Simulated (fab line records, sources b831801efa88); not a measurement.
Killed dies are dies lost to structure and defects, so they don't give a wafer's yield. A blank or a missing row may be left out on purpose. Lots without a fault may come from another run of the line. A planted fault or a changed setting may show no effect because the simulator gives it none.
fab line records | flow sfq_line
record lots=7 wafers=21 last_day=85
route steps=325 shown I2@113 M3@118 I3@133 M4@148 M8@325
lots that met no fault: from a run of the same line without faults
start_h: hours from the record's first day to the start of the lot's first wafer shown | wait_h: hours since the lot's step before | " the same as in the row above | L1.1+2: a row that stands for several wafers | - no value, or no start given | * or withheld: withheld | < > ~ a bound
route shown NAME@n: a module of which the file shows steps, and the number in the route of the first | usual: mean/standard deviation of fault-free wafers | same: alike in all rows | chamber/n: place in a boat | sites: the reading at each site | _std_site: their standard deviation | _edge_site: outer sites' mean less inner sites' | radius_mm: how far each site lies from the wafer's centre | mask NAME#n: copy n | behind: the tool/chamber that last shaped the wafer | hold: why the lot was held/for how many hours/how that ended | device: the transistor (n, p or np) that didn't switch | end of line: the same wafers' tests at the end of the route | a step without rows: its recipe alone | killed: dies lost to structure and defects at the first sort, not the wafer's yield | map: a wafer's dies, x killed, . not, _ none there
set.NAME: the setting as run; set.NAME@STEP: as run at that earlier step | model.NAME: the simulator's own value behind a step, which no gauge read
lots at some steps of the route; a table a step, a row a wafer
services: from which hour (start_h, from the record's first day; less than 0 if before it) a tool's chamber was out of use, for how many hours, and why
## steps
# step SFQ_I2_OVL_MEAS_918
# usual I2_OVL=-4/5.9
# columns lot.wafer tool chamber start_h wait_h I2_OVL[nm]
L733.1 overlay-02 - 883.59 0.1 3
L733.2 " - " " 7
L733.6 " - " " 7
L735.2 overlay-02 - 907.47 0.1 -2
L735.5 " - " " 4
L735.6 " - " " -6
L737.1 overlay-02 - 913.66 0.1 -10
L737.5 " - " " -16
L737.6 " - " " -14
L738.1 overlay-02 - 933.82 0.1 -4
L738.4 " - " " -3
L738.5 " - " " -4
L739.1 overlay-01 - 951.11 0.1 0
L739.2 " - " " -1
L739.4 " - " " -5
L745.1 overlay-02 - 1021.61 0.1 -7
L745.2 " - " " -12
L745.3 " - " " -11
L746.1 overlay-02 - 1025.33 0.1 4
L746.3 " - " " 0
L746.4 " - " " -7
# step SFQ_TRILAYER_I2_VIA_BARC_OPEN_VIA_ETCH_096
# recipe mask_material=PR chemistry=O2 target_depth_nm=125 target=BARC source_w=500 bias_w=80 pressure_mtorr=30 time_s=41.7
# usual drypump_motor_current_A=5.9/0.45 oes_product_au=0.685/0.0045
# columns lot.wafer tool chamber start_h wait_h drypump_motor_current_A oes_product_au rf_hours_counter_h
L733.1 rie_diel-02 3 883.62 0.0 5.2 0.695 8
L733.2 " 0 " " 5.6 0.686 4
L733.6 " 2 " " 6.0 0.684 -
L735.2 rie_diel-01 1 907.50 0.0 6.7 0.685 8
L735.5 " 3 " " 6.4 0.685 -
L735.6 " 0 " " 5.6 0.694 -
L737.1 rie_diel-01 0 913.69 0.0 5.6 0.684 5
L737.5 " 0 " " 5.6 0.687 -
L737.6 " 3 " " 6.3 0.690 -
L738.1 rie_diel-04 1 933.85 0.0 6.1 0.690 4
L738.4 " 0 " " 5.8 0.675 7
L738.5 " 0 " " 5.8 0.686 -
L739.1 rie_diel-01 2 951.14 0.0 5.9 0.683 11
L739.2 " 0 " " 5.6 0.689 5
L739.4 " 1 " " 6.7 0.682 8
L745.1 rie_diel-04 2 1021.64 0.0 5.1 0.680 16
L745.2 " 3 " " 6.1 0.687 16
L745.3 " 0 " " 5.8 0.684 9
L746.1 rie_diel-01 1 1025.37 0.0 6.6 0.692 9
L746.3 " 3 " " 6.3 0.683 10
L746.4 " 0 " " 5.6 0.689 7
# step SFQ_TRILAYER_I2_VIA_ETCH_VIA_ETCH_070
# recipe target=SiO2 stop_on=Nb mask_material=PR taper_deg=20 chemistry=CHF3 target_depth_nm=260 source_w=500 bias_w=80 pressure_mtorr=30 time_s=withheld
# usual drypump_motor_current_A=5.9/0.45 oes_product_au=0.855/0.0047
# columns lot.wafer tool chamber start_h wait_h drypump_motor_current_A oes_product_au
L733.1 rie_diel-02 3 883.66 0.0 5.2 0.858
L733.2 " 0 " " 5.6 0.859
L733.6 " 2 " " 6.0 0.858
L735.2 rie_diel-01 1 907.54 0.0 6.7 0.855
L735.5 " 3 " " 6.4 0.858
L735.6 " 0 " " 5.5 0.852
L737.1 rie_diel-01 0 913.73 0.0 5.6 0.856
L737.5 " 0 " " 5.6 0.857
L737.6 " 3 " " 6.3 0.853
L738.1 rie_diel-04 1 933.89 0.0 6.1 0.862
L738.4 " 0 " " 5.8 0.844
L738.5 " 0 " " 5.8 0.858
L739.1 rie_diel-01 2 951.18 0.0 5.9 0.863
L739.2 " 0 " " 5.6 0.859
L739.4 " 1 " " 6.7 0.859
L745.1 rie_diel-04 2 1021.68 0.0 5.1 0.855
L745.2 " 3 " " 6.1 0.854
L745.3 " 0 " " 5.7 0.856
L746.1 rie_diel-01 1 1025.41 0.0 6.7 0.862
L746.3 " 3 " " 6.3 0.867
L746.4 " 0 " " 5.6 0.852
# step SFQ_TRILAYER_I2_VIA_STRIP_STRIP_071
# recipe gas=O2 power_w=200 platen_temp_c=40 overash_fraction=0.65 chemistry=O2 pressure_mtorr=50
# step SFQ_TRILAYER_I2_VIA_STRIP_SOLV_CLEAN_072
# recipe chemistry=NMP temp_c=70 time_s=600
# step SFQ_TRILAYER_M3_DEP_PRE_CLEAN_074
# recipe gas=Ar time_s=22.5 bias_v=250
# step SFQ_TRILAYER_M3_DEP_SPUTTER_073
# recipe material=Nb base_pressure_pa=1.33e-06 chamber_pressure_pa=0.1333 substrate_temp_c=20 resputter_cathode_voltage_v=400 target_thk_nm=200 power_w=2000 time_s=133.3
# usual chamber_pressure_pa=0.13333/0.00026 throttle_valve_pct=29.9/0.96
# columns lot.wafer tool chamber start_h wait_h chamber_pressure_pa throttle_valve_pct
L733.1 pvd_sputter-04 - 884.58 0.0 0.13332 29.0
L733.2 " - " " 0.13346 28.9
L733.6 " - " " 0.13358 28.7
L735.2 pvd_sputter-03 - 908.46 0.0 0.13328 31.0
L735.5 " - " " 0.13332 29.6
L735.6 " - " " 0.13359 30.8
L737.1 pvd_sputter-03 - 914.65 0.0 0.13372 29.4
L737.5 " - " " 0.1332 32.1
L737.6 " - " " 0.133 29.3
L738.1 pvd_sputter-05 - 934.81 0.0 0.13316 30.7
L738.4 " - " " 0.13359 28.9
L738.5 " - " " 0.1332 29.8
L739.1 pvd_sputter-04 - 952.10 0.0 0.13322 30.6
L739.2 " - " " 0.13302 29.2
L739.4 " - " " 0.13291 28.7
L745.1 pvd_sputter-03 - 1022.60 0.0 0.13306 29.6
L745.2 " - " " 0.13326 30.9
L745.3 " - " " 0.13322 32.1
L746.1 pvd_sputter-03 - 1026.32 0.0 0.13333 31.4
L746.3 " - " " 0.13351 31.9
L746.4 " - " " 0.1338 29.5
# step SFQ_M3_RS_MEAS_919
# recipe thk_meas_gauge=four-point-probe reads=Nb_of_TRILAYER_M3_DEP_SPUTTER_073
# usual M3_NB_RS=0.885/0.0082
# columns lot.wafer tool chamber start_h wait_h M3_NB_RS[ohm/sq]
L733.1 film_metro-02 - 884.67 0.0 0.881
L733.2 " - " " 0.891
L733.6 " - " " 0.888
L735.2 film_metro-04 - 908.57 0.1 0.891
L735.5 " - " " 0.889
L735.6 " - " " 0.890
L737.1 film_metro-04 - 914.74 0.0 0.868
L737.5 " - " " 0.874
L737.6 " - " " 0.868
L738.1 film_metro-01 - 934.90 0.0 0.886
L738.4 " - " " 0.877
L738.5 " - " " 0.882
L739.1 film_metro-01 - 952.19 0.0 0.890
L739.2 " - " " 0.887
L739.4 " - " " 0.887
L745.1 film_metro-01 - 1022.69 0.0 0.876
L745.2 " - " " 0.879
L745.3 " - " " 0.880
L746.1 film_metro-01 - 1026.42 0.0 0.885
L746.3 " - " " 0.885
L746.4 " - " " 0.886
# step SFQ_TRILAYER_M3_LITHO_COAT_080
# recipe resist=BARC spin_rpm=3000 resist_thk_nm=62
# step SFQ_TRILAYER_M3_LITHO_COAT_075
# recipe resist=KrF spin_rpm=3000 resist_thk_nm=600
# step SFQ_TRILAYER_M3_LITHO_SOFTBAKE_079
# recipe temp_c=withheld time_s=withheld resist=KrF
# step SFQ_TRILAYER_M3_LITHO_EXPOSE_076
# recipe mask_id=M3 na=0.6 source_shape=conventional sigma_outer=0.65 target_cd_nm=500 dose_mj=14.4
# usual exposure_dose_mJ_cm2=14.400/0.016
# columns lot.wafer tool chamber start_h wait_h mask exposure_dose_mJ_cm2
L733.1 krf_scanner-02 0 1031.98 - M3#0 14.420
L733.2 " 0 " " M3#0 14.405
L733.6 " 0 " " M3#0 14.378
L735.2 krf_scanner-01 0 1057.51 - M3#0 14.437
L735.5 " 0 " " M3#0 14.426
L735.6 " 0 " " M3#0 14.433
L737.1 krf_scanner-01 0 1063.31 - M3#0 14.400
L737.5 " 0 " " M3#0 14.402
L737.6 " 0 " " M3#0 14.388
L738.1 krf_scanner-01 0 1080.60 - M3#0 14.414
L738.4 " 0 " " M3#0 14.416
L738.5 " 0 " " M3#0 14.413
L739.1 krf_scanner-01 0 1092.60 - M3#0 14.389
L739.2 " 0 " " M3#0 14.373
L739.4 " 0 " " M3#0 14.362
L745.1 krf_scanner-01 0 1153.37 - M3#0 14.401
L745.2 " 0 " " M3#0 14.390
L745.3 " 0 " " M3#0 14.421
L746.1 krf_scanner-01 0 1158.17 - M3#0 14.395
L746.3 " 0 " " M3#0 14.388
L746.4 " 0 " " M3#0 14.409
# step SFQ_TRILAYER_M3_LITHO_PEB_078
# recipe peb_temp_c=115 peb_time_s=60 resist=KrF
# step SFQ_TRILAYER_M3_LITHO_DEVELOP_077
# recipe time_s=60 resist=KrF
# step SFQ_M3_OVL_MEAS_921
# usual M3_OVL=1/4.7
# columns lot.wafer tool chamber start_h wait_h M3_OVL[nm]
L733.1 overlay-01 - 1033.48 0.1 4
L733.2 " - " " 2
L733.6 " - " " 4
L735.2 overlay-02 - 1058.81 0.1 5
L735.5 " - " " 4
L735.6 " - " " 0
L737.1 overlay-02 - 1064.81 0.1 0
L737.5 " - " " 4
L737.6 " - " " 5
L738.1 overlay-01 - 1082.10 0.1 -8
L738.4 " - " " 3
L738.5 " - " " -6
L739.1 overlay-02 - 1094.10 0.1 -1
L739.2 " - " " -4
L739.4 " - " " -5
L745.1 overlay-02 - 1154.87 0.1 3
L745.2 " - " " 5
L745.3 " - " " 5
L746.1 overlay-02 - 1159.67 0.1 3
L746.3 " - " " -3
L746.4 " - " " 4
# step SFQ_TRILAYER_M3_BARC_OPEN_METAL_ETCH_100
# recipe mask_material=PR chemistry=O2 target_depth_nm=125 target=BARC icp_w=600 bias_w=80 pressure_mtorr=10 time_s=41.7
# usual drypump_motor_current_A=5.59/0.29 oes_product_au=0.685/0.0046
# columns lot.wafer tool chamber start_h wait_h drypump_motor_current_A oes_product_au rf_hours_counter_h model.M3.cd_nm
L733.1 rie_metal-01 0 1033.52 0.0 5.81 0.683 28 500
L733.2 " 1 " " 5.70 0.694 106 500.1
L733.6 " 1 " " 5.70 0.676 - 501.3
L735.2 rie_metal-02 1 1058.84 0.0 5.78 0.687 27 499.5
L735.5 " 1 " " 5.76 0.691 - 499.9
L735.6 " 0 " " 5.99 0.691 - 499.5
L737.1 rie_metal-01 1 1064.84 0.0 5.67 0.683 110 475.3
L737.5 " 1 " " 5.69 0.690 - 494.8
L737.6 " 0 " " 5.80 0.682 - 497.3
L738.1 rie_metal-04 0 1082.13 0.0 5.17 0.681 100 493.8
L738.4 " 0 " " 5.17 0.687 - 476.2
L738.5 " 0 " " 5.17 0.689 - 495
L739.1 rie_metal-04 1 1094.13 0.0 5.35 0.691 86 495.8
L739.2 " 0 " " 5.18 0.688 102 490.2
L739.4 " 1 " " 5.36 0.686 - 485.7
L745.1 rie_metal-02 1 1154.91 0.0 5.80 0.682 44 502.1
L745.2 " 0 " " 5.94 0.681 72 499.3
L745.3 " 0 " " 5.94 0.690 - 498.8
L746.1 rie_metal-02 1 1159.71 0.0 5.75 0.681 45 500.4
L746.3 " 0 " " 5.98 0.692 - 499.1
L746.4 " 1 " " 5.74 0.687 - 498.7
# step SFQ_TRILAYER_M3_ETCH_METAL_ETCH_078
# recipe target=Nb stop_on=SiO2 mask_material=PR chemistry=Cl2/Ar target_depth_nm=240 icp_w=600 bias_w=80 pressure_mtorr=10 time_s=120
# usual drypump_motor_current_A=5.59/0.3 oes_product_au=0.896/0.0066
# columns lot.wafer tool chamber start_h wait_h drypump_motor_current_A oes_product_au rf_hours_counter_h model.M3.cd_nm
L733.1 rie_metal-01 0 1033.58 0.0 5.80 0.899 28 500.1
L733.2 " 1 " " 5.69 0.886 106 501.5
L733.6 " 1 " " 5.68 0.895 - 502.4
L735.2 rie_metal-02 1 1058.90 0.0 5.77 0.890 27 500.1
L735.5 " 1 " " 5.76 0.890 - 500
L735.6 " 0 " " 5.93 0.900 - 497.9
L737.1 rie_metal-01 1 1064.90 0.0 5.73 0.903 110 475.1
L737.5 " 1 " " 5.69 0.905 - 495.1
L737.6 " 0 " " 5.85 0.913 - 496.2
L738.1 rie_metal-04 0 1082.19 0.0 5.18 0.897 100 494
L738.4 " 0 " " 5.18 0.901 - 477.3
L738.5 " 0 " " 5.19 0.902 - 496.1
L739.1 rie_metal-04 1 1094.19 0.0 5.35 0.886 86 497.9
L739.2 " 0 " " 5.17 0.897 102 490.3
L739.4 " 1 " " 5.36 0.898 - 486.1
L745.1 rie_metal-02 1 1154.97 0.0 5.77 0.904 44 502.9
L745.2 " 0 " " 5.98 0.903 72 498.4
L745.3 " 0 " " 5.99 0.894 - 498.1
L746.1 rie_metal-02 1 1159.77 0.0 5.75 0.893 45 500.5
L746.3 " 0 " " 6.05 0.895 - 498.6
L746.4 " 1 " " 5.77 0.900 - 499.3
# step SFQ_TRILAYER_M3_STRIP_STRIP_079
# recipe gas=O2 power_w=200 platen_temp_c=40 overash_fraction=0.65 chemistry=O2 pressure_mtorr=50
# step SFQ_TRILAYER_M3_STRIP_SOLV_CLEAN_080
# recipe chemistry=NMP temp_c=70 time_s=600
# step SFQ_TRILAYER_I3_DEP_PECVD_081
# recipe material=SiO2 temp_c=150 time_s=111.11 pressure_torr=2.4 rf_w=183.3 precursor=SiH4/N2O target_thk_nm=500
# usual heater_power_w=92/17 throttle_valve_pct=24.9/0.86
# columns lot.wafer tool chamber start_h wait_h heater_power_w throttle_valve_pct
L733.1 pecvd-04 1 1034.48 0.0 97 24.8
L733.2 " 2 " " 108 24.7
L733.6 " 2 " " 113 24.6
L735.2 pecvd-02 2 1059.80 0.0 91 24.8
L735.5 " 0 " " 86 23.0
L735.6 " 2 " " 90 24.4
L737.1 pecvd-02 1 1065.80 0.0 103 23.7
L737.5 " 1 " " 85 23.6
L737.6 " 0 " " 87 23.0
L738.1 pecvd-04 1 1083.09 0.0 100 24.9
L738.4 " 2 " " 108 24.6
L738.5 " 0 " " 82 25.0
L739.1 pecvd-04 1 1095.11 0.0 96 24.6
L739.2 " 2 " " 99 25.0
L739.4 " 0 " " 85 25.0
L745.1 pecvd-04 1 1155.87 0.0 101 24.9
L745.2 " 0 " " 81 25.2
L745.3 " 2 " " 106 25.0
L746.1 pecvd-01 2 1160.67 0.0 84 26.2
L746.3 " 0 " " 49 25.5
L746.4 " 1 " " 127 25.8
# step SFQ_TRILAYER_I3_CMP_CMP_082
# recipe material=SiO2 down_force_psi=3 platen_rpm=60 pad_velocity_m_s=0.94248
# step SFQ_I3_BOW_MEAS_922
# recipe mode=bow
# usual I3_BOW=1/9.5
# columns lot.wafer tool chamber start_h wait_h I3_BOW[um]
L733.1 film_metro-03 - 1037.56 2.5 14
L733.2 " - " " -4
L733.6 " - " " 21
L735.2 film_metro-04 - 1062.90 2.0 3
L735.5 " - " " 9
L735.6 " - " " -4
L737.1 film_metro-04 - 1069.07 2.5 -17
L737.5 " - " " -12
L737.6 " - " " -13
L738.1 film_metro-04 - 1086.77 2.0 -13
L738.4 " - " " -10
L738.5 " - " " -1
L739.1 film_metro-04 - 1098.19 2.5 -9
L739.2 " - " " -10
L739.4 " - " " -3
L745.1 film_metro-02 - 1178.07 2.0 -5
L745.2 " - " " 1
L745.3 " - " " 2
L746.1 film_metro-03 - 1182.87 1.5 1
L746.3 " - " " -3
L746.4 " - " " 10
# step SFQ_TRILAYER_I3_METRO_MEASURE_083
# step SFQ_TRILAYER_I3_VIA_LITHO_COAT_090
# recipe resist=BARC spin_rpm=3000 resist_thk_nm=62
# step SFQ_TRILAYER_I3_VIA_LITHO_COAT_085
# recipe resist=KrF spin_rpm=3000 resist_thk_nm=650
# step SFQ_TRILAYER_I3_VIA_LITHO_SOFTBAKE_089
# recipe temp_c=withheld time_s=withheld resist=KrF
# step SFQ_TRILAYER_I3_VIA_LITHO_EXPOSE_086
# recipe mask_id=I3 na=0.6 source_shape=conventional sigma_outer=0.65 target_cd_nm=500 dose_mj=21.3
# step SFQ_TRILAYER_I3_VIA_LITHO_PEB_088
# recipe peb_temp_c=115 peb_time_s=60 resist=KrF
# step SFQ_TRILAYER_I3_VIA_LITHO_DEVELOP_087
# recipe time_s=60 resist=KrF
# step SFQ_I3_OVL_MEAS_923
# usual I3_OVL=0/5.8
# columns lot.wafer tool chamber start_h wait_h I3_OVL[nm]
L733.1 overlay-02 - 1169.27 0.1 5
L733.2 " - " " 4
L733.6 " - " " -4
L735.2 overlay-02 - 1186.08 0.1 7
L735.5 " - " " 0
L735.6 " - " " 2
L737.1 overlay-02 - 1192.07 0.1 6
L737.5 " - " " 8
L737.6 " - " " 2
L738.1 overlay-02 - 1198.07 0.1 -7
L738.4 " - " " -5
L738.5 " - " " -4
L739.1 overlay-02 - 1204.07 0.1 -13
L739.2 " - " " -12
L739.4 " - " " -23
L745.1 overlay-01 - 1284.60 0.1 4
L745.2 " - " " 10
L745.3 " - " " 0
L746.1 overlay-01 - 1291.80 0.1 -4
L746.3 " - " " -10
L746.4 " - " " -5
# step SFQ_TRILAYER_I3_VIA_BARC_OPEN_VIA_ETCH_121
# recipe mask_material=PR chemistry=O2 target_depth_nm=125 target=BARC source_w=500 bias_w=80 pressure_mtorr=30 time_s=41.7
# step SFQ_TRILAYER_I3_VIA_ETCH_VIA_ETCH_088
# recipe target=SiO2 stop_on=Nb mask_material=PR taper_deg=20 chemistry=CHF3 target_depth_nm=260 source_w=500 bias_w=80 pressure_mtorr=30 time_s=withheld
# step SFQ_TRILAYER_I3_VIA_STRIP_STRIP_089
# recipe gas=O2 power_w=200 platen_temp_c=40 overash_fraction=0.65 chemistry=O2 pressure_mtorr=50
# step SFQ_TRILAYER_I3_VIA_STRIP_SOLV_CLEAN_090
# recipe chemistry=NMP temp_c=70 time_s=600
# step SFQ_TRILAYER_M4_DEP_PRE_CLEAN_092
# recipe gas=Ar time_s=22.5 bias_v=250
# step SFQ_TRILAYER_M4_DEP_SPUTTER_091
# recipe material=Nb base_pressure_pa=1.33e-06 chamber_pressure_pa=0.1333 substrate_temp_c=20 resputter_cathode_voltage_v=400 target_thk_nm=200 power_w=2000 time_s=133.3
# usual chamber_pressure_pa=0.13331/0.00025 throttle_valve_pct=30.2/0.94
# columns lot.wafer tool chamber start_h wait_h chamber_pressure_pa throttle_valve_pct
L733.1 pvd_sputter-03 - 1170.27 0.0 0.13351 29.6
L733.2 " - " " 0.13267 29.9
L733.6 " - " " 0.1332 29.4
L735.2 pvd_sputter-03 - 1187.27 0.0 0.1336 29.7
L735.5 " - " " 0.13338 31.9
L735.6 " - " " 0.13316 30.9
L737.1 pvd_sputter-03 - 1193.07 0.0 0.13301 31.0
L737.5 " - " " 0.13311 29.6
L737.6 " - " " 0.1332 30.9
L738.1 pvd_sputter-06 - 1199.07 0.0 0.13296 29.9
L738.4 " - " " 0.13343 29.9
L738.5 " - " " 0.13342 29.1
L739.1 pvd_sputter-03 - 1205.07 0.0 0.13343 29.7
L739.2 " - " " 0.13307 32.2
L739.4 " - " " 0.13352 29.4
L745.1 pvd_sputter-05 - 1285.59 0.0 0.1332 30.6
L745.2 " - " " 0.13327 30.1
L745.3 " - " " 0.1331 29.6
L746.1 pvd_sputter-03 - 1292.81 0.0 0.13316 29.5
L746.3 " - " " 0.13331 29.3
L746.4 " - " " 0.13357 31.9
# step SFQ_M4_RS_MEAS_924
# recipe thk_meas_gauge=four-point-probe reads=Nb_of_TRILAYER_M4_DEP_SPUTTER_091
# usual M4_NB_RS=0.891/0.0087
# columns lot.wafer tool chamber start_h wait_h M4_NB_RS[ohm/sq]
L733.1 film_metro-03 - 1170.36 0.0 0.896
L733.2 " - " " 0.880
L733.6 " - " " 0.890
L735.2 film_metro-01 - 1187.38 0.1 0.874
L735.5 " - " " 0.887
L735.6 " - " " 0.891
L737.1 film_metro-01 - 1193.16 0.0 0.889
L737.5 " - " " 0.889
L737.6 " - " " 0.891
L738.1 film_metro-02 - 1199.16 0.0 0.894
L738.4 " - " " 0.912
L738.5 " - " " 0.900
L739.1 film_metro-02 - 1205.16 0.0 0.873
L739.2 " - " " 0.883
L739.4 " - " " 0.885
L745.1 film_metro-01 - 1285.68 0.0 0.889
L745.2 " - " " 0.892
L745.3 " - " " 0.884
L746.1 film_metro-01 - 1292.90 0.0 0.881
L746.3 " - " " 0.884
L746.4 " - " " 0.881
# step SFQ_TRILAYER_M4_LITHO_COAT_098
# recipe resist=BARC spin_rpm=3000 resist_thk_nm=62
# step SFQ_TRILAYER_M4_LITHO_COAT_093
# recipe resist=KrF spin_rpm=3000 resist_thk_nm=600
# step SFQ_TRILAYER_M4_LITHO_SOFTBAKE_097
# recipe temp_c=withheld time_s=withheld resist=KrF
# step SFQ_M8_BOW_MEAS_951
# recipe mode=bow
# usual M8_BOW=8/12
# columns lot.wafer tool chamber start_h wait_h M8_BOW[um] model.etest.m3.ohm_um
L733.1 film_metro-04 - 1883.31 0.0 11 1.762
L733.2 " - " " -8 1.776
L733.6 " - " " 18 1.764
L735.2 film_metro-01 - 1997.22 0.0 9 1.783
L735.5 " - " " 17 1.779
L735.6 " - " " 4 1.787
L737.1 film_metro-03 - 2004.20 0.0 -13 1.831
L737.5 " - " " -9 1.763
L737.6 " - " " -10 1.751
L738.1 film_metro-03 - 2007.80 0.0 -6 1.796
L738.4 " - " " -5 1.839
L738.5 " - " " 5 1.781
L739.1 film_metro-03 - 2017.40 0.0 -2 1.787
L739.2 " - " " -1 1.808
L739.4 " - " " 5 1.828
L745.1 film_metro-04 - 2041.42 0.0 -8 1.745
L745.2 " - " " -2 1.764
L745.3 " - " " -1 1.767
L746.1 film_metro-03 - 2046.22 0.0 9 1.771
L746.3 " - " " 4 1.78
L746.4 " - " " 18 1.772
## services
# columns tool chamber start_h hours kind
krf_scanner-01 - 863.99 3.6 pm
krf_scanner-01 - 873.42 0.8 repair
pvd_sputter-03 - 876.46 4.9 repair
rie_metal-01 - 883.02 14.6 pm
krf_scanner-01 - 917.04 4.0 pm
rie_diel-01 1 919.70 11.4 repair
pvd_sputter-03 - 920.92 4.6 repair
krf_scanner-01 - 921.06 1.3 pm
pvd_sputter-03 - 935.51 3.1 repair
krf_scanner-01 - 950.89 0.8 pm
krf_scanner-01 - 963.24 19.1 repair
krf_scanner-01 - 988.29 1.0 pm
krf_scanner-01 - 988.82 1.2 repair
rie_metal-02 - 1031.80 1.4 pm
krf_scanner-01 - 1065.50 1.9 repair
rie_diel-01 - 1078.51 0.2 repair
krf_scanner-01 - 1095.00 1.3 pm
krf_scanner-01 - 1120.30 0.8 pm
krf_scanner-01 - 1151.17 1.0 pm
pvd_sputter-03 - 1195.37 5.1 repair
rie_diel-01 - 1197.03 15.6 pm
krf_scanner-01 - 1270.97 1.3 pm
krf_scanner-01 - 1275.91 1.0 repair
krf_scanner-01 - 1288.04 0.8 pm
## key
first_sign none at tools or gauges
model_effect step=SFQ_TRILAYER_M3_BARC_OPEN_METAL_ETCH_100 value=M3.cd_nm without=501.2 struck=489.3
model_effect step=SFQ_TRILAYER_M3_ETCH_METAL_ETCH_078 value=M3.cd_nm without=501.7 struck=489.8
model_effect step=SFQ_M8_BOW_MEAS_951 value=etest.m3.ohm_um without=1.755 struck=1.798
met_at SFQ_TRILAYER_M3_LITHO_EXPOSE_076
struck_wafers L737.1,L737.5,L737.6,L738.1,L738.4,L738.5,L739.1,L739.2,L739.4
onset_between 1057.51 1063.31
fault kind=process_parameter_drift tool=krf_scanner-01 chamber=- onset_h=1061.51 steps=SFQ_TRILAYER_M3_LITHO_EXPOSE_076 channel=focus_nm offset=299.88 spread_by_wafer=0.3 shape=step end_h=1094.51
